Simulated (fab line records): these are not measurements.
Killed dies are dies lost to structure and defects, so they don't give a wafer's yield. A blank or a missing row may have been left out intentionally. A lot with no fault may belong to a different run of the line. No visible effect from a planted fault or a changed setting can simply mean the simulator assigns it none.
Which tool was responsible? || flow sky130 || 14 lots, 42 wafers sampled, at 6 steps of a route of 708

## WHAT THE GAUGES READ, wafer by wafer
SKY_SD_N_TW_MEAS_12. Usual: for SD_N_TW the level is 3958 and the standard deviation is 22.
{"lot": "L866", "measured": "day 28 09:35", "on": "film_metro-04", "SD_N_TW": "3933 3952 3967", "flag": ""}
{"lot": "L867", "measured": "day 28 14:57", "on": "film_metro-04", "SD_N_TW": "3951 3983 3974", "flag": ""}
{"lot": "L869", "measured": "day 29 14:56", "on": "film_metro-01", "SD_N_TW": "3980 3983 3988", "flag": ""}
{"lot": "L870", "measured": "day 29 19:35", "on": "film_metro-01", "SD_N_TW": "3962 3975 3980", "flag": ""}
{"lot": "L872", "measured": "day 30 16:34", "on": "film_metro-02", "SD_N_TW": "3922 3933 3939", "flag": ""}
{"lot": "L873", "measured": "day 30 19:31", "on": "film_metro-01", "SD_N_TW": "3962 3976 3972", "flag": ""}
{"lot": "L874", "measured": "day 31 00:14", "on": "film_metro-02", "SD_N_TW": "3928 3941 3929", "flag": ""}
{"lot": "L877", "measured": "day 31 22:31", "on": "film_metro-04", "SD_N_TW": "3932 3926 3960", "flag": ""}
{"lot": "L882", "measured": "day 33 19:35", "on": "film_metro-04", "SD_N_TW": "30 30 30", "flag": "OFF"}
{"lot": "L883", "measured": "day 33 22:11", "on": "film_metro-01", "SD_N_TW": "30 30 30", "flag": "OFF"}
{"lot": "L884", "measured": "day 34 08:31", "on": "film_metro-01", "SD_N_TW": "3980 3978 3969", "flag": ""}
{"lot": "L885", "measured": "day 34 13:23", "on": "film_metro-01", "SD_N_TW": "3962 3985 3989", "flag": ""}
{"lot": "L887", "measured": "day 35 02:36", "on": "film_metro-02", "SD_N_TW": "3946 3944 3947", "flag": ""}
{"lot": "L888", "measured": "day 36 02:20", "on": "film_metro-04", "SD_N_TW": "3933 3931 3921", "flag": ""}

SKY_LI_CONTACT_BOW_MEAS_03. Usual: for LI_CONTACT_BOW the level is 55 um and the standard deviation is 6.2.
{"lot": "L866", "measured": "day 28 10:44", "on": "film_metro-01", "LI_CONTACT_BOW (um)": "52 58 59", "flag": ""}
{"lot": "L867", "measured": "day 28 16:05", "on": "film_metro-01", "LI_CONTACT_BOW (um)": "54 56 56", "flag": ""}
{"lot": "L869", "measured": "day 29 16:04", "on": "film_metro-02", "LI_CONTACT_BOW (um)": "54 55 56", "flag": ""}
{"lot": "L870", "measured": "day 29 20:44", "on": "film_metro-01", "LI_CONTACT_BOW (um)": "51 49 37", "flag": ""}
{"lot": "L872", "measured": "day 30 17:42", "on": "film_metro-04", "LI_CONTACT_BOW (um)": "55 48 50", "flag": ""}
{"lot": "L873", "measured": "day 30 20:40", "on": "film_metro-04", "LI_CONTACT_BOW (um)": "53 55 52", "flag": ""}
{"lot": "L874", "measured": "day 31 01:23", "on": "film_metro-01", "LI_CONTACT_BOW (um)": "56 60 62", "flag": ""}
{"lot": "L877", "measured": "day 31 23:40", "on": "film_metro-04", "LI_CONTACT_BOW (um)": "51 53 47", "flag": ""}
{"lot": "L882", "measured": "day 33 20:43", "on": "film_metro-04", "LI_CONTACT_BOW (um)": "58 62 49", "flag": ""}
{"lot": "L883", "measured": "day 33 23:19", "on": "film_metro-02", "LI_CONTACT_BOW (um)": "65 53 60", "flag": ""}
{"lot": "L884", "measured": "day 34 09:39", "on": "film_metro-04", "LI_CONTACT_BOW (um)": "58 54 52", "flag": ""}
{"lot": "L885", "measured": "day 34 14:31", "on": "film_metro-02", "LI_CONTACT_BOW (um)": "60 51 52", "flag": ""}
{"lot": "L887", "measured": "day 35 03:43", "on": "film_metro-01", "LI_CONTACT_BOW (um)": "63 54 48", "flag": ""}
{"lot": "L888", "measured": "day 36 03:28", "on": "film_metro-04", "LI_CONTACT_BOW (um)": "61 63 53", "flag": ""}

## WHICH TOOL RAN EACH LOT (tool, then ch and the chambers of the sampled wafers, then the start)
{"lot": "L866", "SKY_RES_XHIGH_STRIP_08": "plasma_asher-02 ch 0,1, day 27 04:35", "SKY_SD_N_STRIP_11": "plasma_asher-01 ch 0,1, day 28 09:29", "SKY_SD_N_RTA_14": "rtp_anneal-02 ch 0, day 28 09:42", "SKY_LI_CONTACT_CMP_02": "cmp-01 ch 1,2, day 28 10:25"}
{"lot": "L867", "SKY_RES_XHIGH_STRIP_08": "plasma_asher-04 ch 0,1, day 27 09:14", "SKY_SD_N_STRIP_11": "plasma_asher-04 ch 0,1, day 28 14:51", "SKY_SD_N_RTA_14": "rtp_anneal-01 ch 0, day 28 15:04", "SKY_LI_CONTACT_CMP_02": "cmp-01 ch 0,2,3, day 28 15:56"}
{"lot": "L869", "SKY_RES_XHIGH_STRIP_08": "plasma_asher-03 ch 0,1, day 28 10:11", "SKY_SD_N_STRIP_11": "plasma_asher-02 ch 0, day 29 14:50", "SKY_SD_N_RTA_14": "rtp_anneal-01 ch 0, day 29 15:02", "SKY_LI_CONTACT_CMP_02": "cmp-01 ch 0,3, day 29 15:46"}
{"lot": "L870", "SKY_RES_XHIGH_STRIP_08": "plasma_asher-04 ch 0,1, day 28 15:26", "SKY_SD_N_STRIP_11": "plasma_asher-02 ch 0,1, day 29 19:29", "SKY_SD_N_RTA_14": "rtp_anneal-02 ch 0, day 29 19:42", "SKY_LI_CONTACT_CMP_02": "cmp-02 ch 0,1,2, day 29 20:31"}
{"lot": "L872", "SKY_RES_XHIGH_STRIP_08": "plasma_asher-04 ch 0,1, day 29 11:37", "SKY_SD_N_STRIP_11": "plasma_asher-01 ch 0,1, day 30 16:28", "SKY_SD_N_RTA_14": "rtp_anneal-02 ch 0, day 30 16:40", "SKY_LI_CONTACT_CMP_02": "cmp-02 ch 1,3, day 30 17:25"}
{"lot": "L873", "SKY_RES_XHIGH_STRIP_08": "plasma_asher-03 ch 0,1, day 29 15:26", "SKY_SD_N_STRIP_11": "plasma_asher-02 ch 0,1, day 30 19:25", "SKY_SD_N_RTA_14": "rtp_anneal-01 ch 0, day 30 19:38", "SKY_LI_CONTACT_CMP_02": "cmp-01 ch 0,3, day 30 20:22"}
{"lot": "L874", "SKY_RES_XHIGH_STRIP_08": "plasma_asher-03 ch 0,1, day 29 20:23", "SKY_SD_N_STRIP_11": "plasma_asher-02 ch 0,1, day 31 00:08", "SKY_SD_N_RTA_14": "rtp_anneal-02 ch 0, day 31 00:23", "SKY_LI_CONTACT_CMP_02": "cmp-01 ch 0,3, day 31 01:08"}
{"lot": "L877", "SKY_RES_XHIGH_STRIP_08": "plasma_asher-02 ch 0,1, day 30 19:49", "SKY_SD_N_STRIP_11": "plasma_asher-01 ch 0,1, day 31 22:25", "SKY_SD_N_RTA_14": "rtp_anneal-01 ch 0, day 31 22:37", "SKY_LI_CONTACT_CMP_02": "cmp-02 ch 1,2, day 31 23:20"}
{"lot": "L882", "SKY_RES_XHIGH_STRIP_08": "plasma_asher-04 ch 0, day 32 16:41", "SKY_SD_N_STRIP_11": "plasma_asher-04 ch 0,1, day 33 19:29", "SKY_SD_N_RTA_14": "rtp_anneal-02 ch 0, day 33 19:42", "SKY_LI_CONTACT_CMP_02": "cmp-02 ch 2,3, day 33 20:25"}
{"lot": "L883", "SKY_RES_XHIGH_STRIP_08": "plasma_asher-02 ch 0, day 32 18:56", "SKY_SD_N_STRIP_11": "plasma_asher-04 ch 0,1, day 33 22:05", "SKY_SD_N_RTA_14": "rtp_anneal-01 ch 0, day 33 22:18", "SKY_LI_CONTACT_CMP_02": "cmp-01 ch 0,2,3, day 33 23:07"}
{"lot": "L884", "SKY_RES_XHIGH_STRIP_08": "plasma_asher-04 ch 0,1, day 33 05:55", "SKY_SD_N_STRIP_11": "plasma_asher-04 ch 0,1, day 34 08:25", "SKY_SD_N_RTA_14": "rtp_anneal-02 ch 0, day 34 08:37", "SKY_LI_CONTACT_CMP_02": "cmp-01 ch 2,3, day 34 09:22"}
{"lot": "L885", "SKY_RES_XHIGH_STRIP_08": "plasma_asher-02 ch 0,1, day 33 10:23", "SKY_SD_N_STRIP_11": "plasma_asher-04 ch 0,1, day 34 13:17", "SKY_SD_N_RTA_14": "rtp_anneal-01 ch 0, day 34 13:30", "SKY_LI_CONTACT_CMP_02": "cmp-01 ch 0,2,3, day 34 14:13"}
{"lot": "L887", "SKY_RES_XHIGH_STRIP_08": "plasma_asher-04 ch 0,1, day 34 00:26", "SKY_SD_N_STRIP_11": "plasma_asher-02 ch 0,1, day 35 02:30", "SKY_SD_N_RTA_14": "rtp_anneal-01 ch 0, day 35 02:43", "SKY_LI_CONTACT_CMP_02": "cmp-02 ch 2,3, day 35 03:25"}
{"lot": "L888", "SKY_RES_XHIGH_STRIP_08": "plasma_asher-02 ch 0,1, day 34 23:08", "SKY_SD_N_STRIP_11": "plasma_asher-04 ch 0,1, day 36 02:14", "SKY_SD_N_RTA_14": "rtp_anneal-02 ch 0, day 36 02:28", "SKY_LI_CONTACT_CMP_02": "cmp-01 ch 1,2,3, day 36 03:13"}
- SKY_RES_XHIGH_STRIP_08: strips in O2/N2.
- SKY_SD_N_STRIP_11: strips in O2/N2.
- SKY_SD_N_RTA_14: time 2 s.
- SKY_LI_CONTACT_CMP_02: polishes PSG.

## WHAT THE TOOLS THEMSELVES READ (means of the sampled wafers that have a number; where no wafer has one, the mark that the record gives instead)
SKY_RES_XHIGH_STRIP_08. Usual: chamber_pressure_mTorr 1499.9 mTorr, standard deviation 1.6; drypump_motor_current_A 6.1 A, standard deviation 0.48; oes_product_au 0.711 a.u., standard deviation 0.0042; strip_time_to_endpoint_s 14.27 s, standard deviation 0.034.
{"lot": "L866", "tool": "plasma_asher-02", "chamber_pressure_mTorr (mTorr)": 1498.4, "drypump_motor_current_A (A)": 5.8, "oes_product_au (a.u.)": 0.711, "strip_time_to_endpoint_s (s)": 14.30, "flag": ""}
{"lot": "L867", "tool": "plasma_asher-04", "chamber_pressure_mTorr (mTorr)": 1500.1, "drypump_motor_current_A (A)": 6.2, "oes_product_au (a.u.)": 0.711, "strip_time_to_endpoint_s (s)": 14.20, "flag": ""}
{"lot": "L869", "tool": "plasma_asher-03", "chamber_pressure_mTorr (mTorr)": 1498.9, "drypump_motor_current_A (A)": 6.4, "oes_product_au (a.u.)": 0.711, "strip_time_to_endpoint_s (s)": 14.24, "flag": ""}
{"lot": "L870", "tool": "plasma_asher-04", "chamber_pressure_mTorr (mTorr)": 1501.1, "drypump_motor_current_A (A)": 5.8, "oes_product_au (a.u.)": 0.709, "strip_time_to_endpoint_s (s)": 14.32, "flag": ""}
{"lot": "L872", "tool": "plasma_asher-04", "chamber_pressure_mTorr (mTorr)": 1499.4, "drypump_motor_current_A (A)": 5.8, "oes_product_au (a.u.)": 0.713, "strip_time_to_endpoint_s (s)": 14.27, "flag": ""}
{"lot": "L873", "tool": "plasma_asher-03", "chamber_pressure_mTorr (mTorr)": 1498.2, "drypump_motor_current_A (A)": 6.4, "oes_product_au (a.u.)": 0.715, "strip_time_to_endpoint_s (s)": 14.26, "flag": ""}
{"lot": "L874", "tool": "plasma_asher-03", "chamber_pressure_mTorr (mTorr)": 1499.7, "drypump_motor_current_A (A)": 6.4, "oes_product_au (a.u.)": 0.707, "strip_time_to_endpoint_s (s)": 14.29, "flag": ""}
{"lot": "L877", "tool": "plasma_asher-02", "chamber_pressure_mTorr (mTorr)": 1499.3, "drypump_motor_current_A (A)": 5.8, "oes_product_au (a.u.)": 0.711, "strip_time_to_endpoint_s (s)": 14.28, "flag": ""}
{"lot": "L882", "tool": "plasma_asher-04", "chamber_pressure_mTorr (mTorr)": "-", "drypump_motor_current_A (A)": "-", "oes_product_au (a.u.)": "-", "strip_time_to_endpoint_s (s)": "-", "flag": "OFF"}
{"lot": "L883", "tool": "plasma_asher-02", "chamber_pressure_mTorr (mTorr)": "-", "drypump_motor_current_A (A)": "-", "oes_product_au (a.u.)": "-", "strip_time_to_endpoint_s (s)": "-", "flag": "OFF"}
{"lot": "L884", "tool": "plasma_asher-04", "chamber_pressure_mTorr (mTorr)": 1499.5, "drypump_motor_current_A (A)": 6.3, "oes_product_au (a.u.)": 0.713, "strip_time_to_endpoint_s (s)": 14.28, "flag": ""}
{"lot": "L885", "tool": "plasma_asher-02", "chamber_pressure_mTorr (mTorr)": 1501.3, "drypump_motor_current_A (A)": 5.8, "oes_product_au (a.u.)": 0.707, "strip_time_to_endpoint_s (s)": 14.29, "flag": ""}
{"lot": "L887", "tool": "plasma_asher-04", "chamber_pressure_mTorr (mTorr)": 1499.9, "drypump_motor_current_A (A)": 6.3, "oes_product_au (a.u.)": 0.714, "strip_time_to_endpoint_s (s)": 14.28, "flag": ""}
{"lot": "L888", "tool": "plasma_asher-02", "chamber_pressure_mTorr (mTorr)": 1499.7, "drypump_motor_current_A (A)": 5.8, "oes_product_au (a.u.)": 0.715, "strip_time_to_endpoint_s (s)": 14.27, "flag": ""}

SKY_SD_N_STRIP_11. Usual: chamber_pressure_mTorr 1500.0 mTorr, standard deviation 1.3; drypump_motor_current_A 5.8 A, standard deviation 0.41; oes_product_au 0.528 a.u., standard deviation 0.0045; strip_time_to_endpoint_s 22.49 s, standard deviation 0.038.
{"lot": "L866", "tool": "plasma_asher-01", "chamber_pressure_mTorr (mTorr)": 1499.9, "drypump_motor_current_A (A)": 5.9, "oes_product_au (a.u.)": 0.530, "strip_time_to_endpoint_s (s)": 22.51, "flag": ""}
{"lot": "L867", "tool": "plasma_asher-04", "chamber_pressure_mTorr (mTorr)": 1500.3, "drypump_motor_current_A (A)": 6.3, "oes_product_au (a.u.)": 0.533, "strip_time_to_endpoint_s (s)": 22.49, "flag": ""}
{"lot": "L869", "tool": "plasma_asher-02", "chamber_pressure_mTorr (mTorr)": 1499.8, "drypump_motor_current_A (A)": 5.5, "oes_product_au (a.u.)": 0.526, "strip_time_to_endpoint_s (s)": 22.47, "flag": ""}
{"lot": "L870", "tool": "plasma_asher-02", "chamber_pressure_mTorr (mTorr)": 1499.2, "drypump_motor_current_A (A)": 5.8, "oes_product_au (a.u.)": 0.533, "strip_time_to_endpoint_s (s)": 22.50, "flag": ""}
{"lot": "L872", "tool": "plasma_asher-01", "chamber_pressure_mTorr (mTorr)": 1499.6, "drypump_motor_current_A (A)": 5.8, "oes_product_au (a.u.)": 0.526, "strip_time_to_endpoint_s (s)": 22.51, "flag": ""}
{"lot": "L873", "tool": "plasma_asher-02", "chamber_pressure_mTorr (mTorr)": 1498.9, "drypump_motor_current_A (A)": 5.8, "oes_product_au (a.u.)": 0.523, "strip_time_to_endpoint_s (s)": 22.48, "flag": ""}
{"lot": "L874", "tool": "plasma_asher-02", "chamber_pressure_mTorr (mTorr)": 1499.9, "drypump_motor_current_A (A)": 5.8, "oes_product_au (a.u.)": 0.528, "strip_time_to_endpoint_s (s)": 22.48, "flag": ""}
{"lot": "L877", "tool": "plasma_asher-01", "chamber_pressure_mTorr (mTorr)": 1500.9, "drypump_motor_current_A (A)": 5.7, "oes_product_au (a.u.)": 0.530, "strip_time_to_endpoint_s (s)": 22.50, "flag": ""}
{"lot": "L882", "tool": "plasma_asher-04", "chamber_pressure_mTorr (mTorr)": 1500.2, "drypump_motor_current_A (A)": 6.3, "oes_product_au (a.u.)": 0.614, "strip_time_to_endpoint_s (s)": 39.38, "flag": "OFF"}
{"lot": "L883", "tool": "plasma_asher-04", "chamber_pressure_mTorr (mTorr)": 1499.5, "drypump_motor_current_A (A)": 6.2, "oes_product_au (a.u.)": 0.615, "strip_time_to_endpoint_s (s)": 39.39, "flag": "OFF"}
{"lot": "L884", "tool": "plasma_asher-04", "chamber_pressure_mTorr (mTorr)": 1501.1, "drypump_motor_current_A (A)": 5.8, "oes_product_au (a.u.)": 0.528, "strip_time_to_endpoint_s (s)": 22.51, "flag": ""}
{"lot": "L885", "tool": "plasma_asher-04", "chamber_pressure_mTorr (mTorr)": 1500.9, "drypump_motor_current_A (A)": 6.2, "oes_product_au (a.u.)": 0.528, "strip_time_to_endpoint_s (s)": 22.46, "flag": ""}
{"lot": "L887", "tool": "plasma_asher-02", "chamber_pressure_mTorr (mTorr)": 1499.8, "drypump_motor_current_A (A)": 5.8, "oes_product_au (a.u.)": 0.525, "strip_time_to_endpoint_s (s)": 22.51, "flag": ""}
{"lot": "L888", "tool": "plasma_asher-04", "chamber_pressure_mTorr (mTorr)": 1498.9, "drypump_motor_current_A (A)": 6.2, "oes_product_au (a.u.)": 0.524, "strip_time_to_endpoint_s (s)": 22.52, "flag": ""}

SKY_SD_N_RTA_14. Usual: lamp_power_pct 15.73 %, standard deviation 0.055; wafer_temp_C_max 1078.0, standard deviation 1.4.
{"lot": "L866", "tool": "rtp_anneal-02", "lamp_power_pct (%)": 15.66, "wafer_temp_C_max": 1077.9, "flag": ""}
{"lot": "L867", "tool": "rtp_anneal-01", "lamp_power_pct (%)": 15.72, "wafer_temp_C_max": 1078.3, "flag": ""}
{"lot": "L869", "tool": "rtp_anneal-01", "lamp_power_pct (%)": 15.70, "wafer_temp_C_max": 1076.7, "flag": ""}
{"lot": "L870", "tool": "rtp_anneal-02", "lamp_power_pct (%)": 15.73, "wafer_temp_C_max": 1076.7, "flag": ""}
{"lot": "L872", "tool": "rtp_anneal-02", "lamp_power_pct (%)": 15.72, "wafer_temp_C_max": 1078.1, "flag": ""}
{"lot": "L873", "tool": "rtp_anneal-01", "lamp_power_pct (%)": 15.79, "wafer_temp_C_max": 1079.5, "flag": ""}
{"lot": "L874", "tool": "rtp_anneal-02", "lamp_power_pct (%)": 15.74, "wafer_temp_C_max": 1078.3, "flag": ""}
{"lot": "L877", "tool": "rtp_anneal-01", "lamp_power_pct (%)": 15.76, "wafer_temp_C_max": 1078.6, "flag": ""}
{"lot": "L882", "tool": "rtp_anneal-02", "lamp_power_pct (%)": 15.73, "wafer_temp_C_max": 1077.1, "flag": ""}
{"lot": "L883", "tool": "rtp_anneal-01", "lamp_power_pct (%)": 15.73, "wafer_temp_C_max": 1077.0, "flag": ""}
{"lot": "L884", "tool": "rtp_anneal-02", "lamp_power_pct (%)": 15.69, "wafer_temp_C_max": 1078.6, "flag": ""}
{"lot": "L885", "tool": "rtp_anneal-01", "lamp_power_pct (%)": 15.80, "wafer_temp_C_max": 1080.8, "flag": ""}
{"lot": "L887", "tool": "rtp_anneal-01", "lamp_power_pct (%)": 15.70, "wafer_temp_C_max": 1078.1, "flag": ""}
{"lot": "L888", "tool": "rtp_anneal-02", "lamp_power_pct (%)": 15.77, "wafer_temp_C_max": 1077.9, "flag": ""}

SKY_LI_CONTACT_CMP_02. Usual: motor_current_A 11.5 A, standard deviation 1.4; time_to_endpoint_s 33.7 s, standard deviation 2.7.
{"lot": "L866", "tool": "cmp-01", "motor_current_A (A)": 9.8, "time_to_endpoint_s (s)": 35.7, "flag": ""}
{"lot": "L867", "tool": "cmp-01", "motor_current_A (A)": 10.9, "time_to_endpoint_s (s)": 32.1, "flag": ""}
{"lot": "L869", "tool": "cmp-01", "motor_current_A (A)": 12.5, "time_to_endpoint_s (s)": 33.4, "flag": ""}
{"lot": "L870", "tool": "cmp-02", "motor_current_A (A)": 11.4, "time_to_endpoint_s (s)": 31.3, "flag": ""}
{"lot": "L872", "tool": "cmp-02", "motor_current_A (A)": 12.9, "time_to_endpoint_s (s)": 32.2, "flag": ""}
{"lot": "L873", "tool": "cmp-01", "motor_current_A (A)": 12.3, "time_to_endpoint_s (s)": 36.6, "flag": ""}
{"lot": "L874", "tool": "cmp-01", "motor_current_A (A)": 12.0, "time_to_endpoint_s (s)": 33.1, "flag": ""}
{"lot": "L877", "tool": "cmp-02", "motor_current_A (A)": 11.2, "time_to_endpoint_s (s)": 29.4, "flag": ""}
{"lot": "L882", "tool": "cmp-02", "motor_current_A (A)": 12.1, "time_to_endpoint_s (s)": 36.1, "flag": ""}
{"lot": "L883", "tool": "cmp-01", "motor_current_A (A)": 11.4, "time_to_endpoint_s (s)": 34.4, "flag": ""}
{"lot": "L884", "tool": "cmp-01", "motor_current_A (A)": 9.9, "time_to_endpoint_s (s)": 30.9, "flag": ""}
{"lot": "L885", "tool": "cmp-01", "motor_current_A (A)": 11.0, "time_to_endpoint_s (s)": 33.2, "flag": ""}
{"lot": "L887", "tool": "cmp-02", "motor_current_A (A)": 11.9, "time_to_endpoint_s (s)": 37.2, "flag": ""}
{"lot": "L888", "tool": "cmp-01", "motor_current_A (A)": 10.5, "time_to_endpoint_s (s)": 35.0, "flag": ""}

## THE ANSWER, worked out from the rows above alone
Rule: lot off if the mean of its wafers having a number is beyond 3 standard deviations from the usual mean. A lot without any number at a reading at which 4 lots or more have one is off too. The other lots that the step has rows for count as sound. First the gauges in route order, then the tools' own readings, where a lot's mean is used as printed above. At the first step where some lot is off, the reading lying furthest off is the one used; lots without a number count as furthest.
Off: L882, L883, seen at SKY_SD_N_TW_MEAS_12 (SD_N_TW).
If a tool, at a process step before that reading, ran all the lots that are off and no sound lot after the first of them, it fits. Not tried: the gauges at SKY_SD_N_TW_MEAS_12; whatever is off there is also off at SKY_RES_XHIGH_STRIP_08, on other tools, and gauge error can't account for it. No candidate that was tried fits.

## WHAT HAD BEEN PUT IN BY THE SIMULATOR
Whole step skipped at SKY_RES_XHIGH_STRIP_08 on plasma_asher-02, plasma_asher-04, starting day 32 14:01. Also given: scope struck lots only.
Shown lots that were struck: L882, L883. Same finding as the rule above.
